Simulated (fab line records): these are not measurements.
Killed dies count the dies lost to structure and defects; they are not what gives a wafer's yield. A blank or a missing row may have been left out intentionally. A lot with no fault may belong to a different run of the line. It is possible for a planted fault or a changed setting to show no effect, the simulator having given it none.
Struck lot and sound lot, side by side	flow sfq_line	14 out of 325 route steps
Sound: the wafers L637.1, L637.5, L637.6. Wafers L650.1, L650.3, L650.5 were the ones struck. Last of all comes the cause.
Each step with rows lists, per side, the tool, then ch with its chambers, then its first start. Under that, the readings that differ: sound wafers	struck wafers	difference of the means	sigmas: that difference in standard deviations of wafers without a fault.
alike: words and numbers the same on both sides, and readings whose means are apart by under 2 such deviations; not compared: readings that were withheld, readings missing a value for some wafer, numbers with overlapping values and no deviation given by the record, and bounds like >300 which may hide the same value.
The two part at a step that has a row with sigmas, a row that says differs or no value, or rows on one side only. Non-overlapping numbers with no deviation appear without sigmas and do not part them. A reading missing from all wafers of one side parts the sides only when that side holds two or more wafers.

SFQ_INCOMING_BOW_MEAS_900:
  sound on film_metro-02 at day 3 02:00; struck on film_metro-01 at day 5 19:00
  alike: INCOMING_BOW
then, 1 step without rows for these wafers: SFQ_TRILAYER_INCOMING_OXIDATION_002 (target thk 500 nm, ox time 4939 s).
SFQ_TRILAYER_L0_DEP_SPUTTER_003: material MoNx KI, target thk 40 nm, time 100 s.
  sound on pvd_sputter-06 at day 3 04:29; struck on pvd_sputter-06 at day 5 21:44
  alike: chamber_pressure_pa, throttle_valve_pct
SFQ_L0_RS_MEAS_901: uses a four-point probe to measure.
  sound on film_metro-01 at day 3 04:34; struck on film_metro-01 at day 5 21:48
reading	sound	struck	difference	sigmas
L0_MONX_KI_RS (ohm/sq)	43.0 43.1 43.4	21.8 21.9 22.0	-21.3	-44
SFQ_L0_THK_MEAS_902: measures by xrf.
  sound on film_metro-01 at day 3 04:41; struck on film_metro-01 at day 5 21:55
reading	sound	struck	difference	sigmas
L0_MONX_KI_THK (nm)	40.5 40.5 40.5	80.1 79.8 79.5	+39.3	+79
then, 6 steps without rows for these wafers: SFQ_TRILAYER_L0_LITHO_COAT_010 (resist thk 62 nm); SFQ_TRILAYER_L0_LITHO_COAT_005 (resist thk 600 nm); SFQ_TRILAYER_L0_LITHO_SOFTBAKE_009; SFQ_TRILAYER_L0_LITHO_EXPOSE_006 (exposes mask L0, target cd 2000 nm); SFQ_TRILAYER_L0_LITHO_PEB_008 (peb time 60 s); SFQ_TRILAYER_L0_LITHO_DEVELOP_007 (time 60 s).
-- the record jumps here: 3 days lie between the struck wafers' starts before and after --
SFQ_TRILAYER_L0_BARC_OPEN_METAL_ETCH_010: etches BARC in O2, target depth 125 nm, time 41.7 s.
  sound on rie_metal-04 ch 0,1, day 6 16:08; struck on rie_metal-03 ch 0,1, day 9 09:52
  alike: drypump_motor_current_A, oes_product_au
  not compared: rf_hours_counter_h
SFQ_TRILAYER_L0_ETCH_METAL_ETCH_008: etches MoNx KI in SF6/O2, stops on SiO2, target depth 50 nm, time 25 s.
  sound on rie_metal-04 ch 0,1, day 6 16:11; struck on rie_metal-03 ch 0,1, day 9 09:55
reading	sound	struck	difference	sigmas
oes_product_au (a.u.)	0.877 0.878 0.868	1.024 1.028 1.021	+0.150	+21
model.L0.feature_depth_nm (nm)	40.42 40.35 40.14	51.93 51.85 51.18	+11.35	
model.etch.depth_nm (nm)	40.42 40.35 40.14	51.93 51.85 51.18	+11.35	
  alike: drypump_motor_current_A
  not compared: rf_hours_counter_h
SFQ_TRILAYER_L0_STRIP_STRIP_009: strips in O2.
  sound on rie_metal-04 ch 0,1, day 6 16:14; struck on rie_metal-03 ch 0,1, day 9 09:58
  alike: drypump_motor_current_A, oes_product_au
  not compared: rf_hours_counter_h

## WHERE THEY PART
First at SFQ_L0_RS_MEAS_901; last, within this record, at SFQ_TRILAYER_L0_ETCH_METAL_ETCH_008. Later steps at which nothing parts them and some readings are alike: SFQ_TRILAYER_L0_STRIP_STRIP_009.

WHY: what had been put in by the simulator
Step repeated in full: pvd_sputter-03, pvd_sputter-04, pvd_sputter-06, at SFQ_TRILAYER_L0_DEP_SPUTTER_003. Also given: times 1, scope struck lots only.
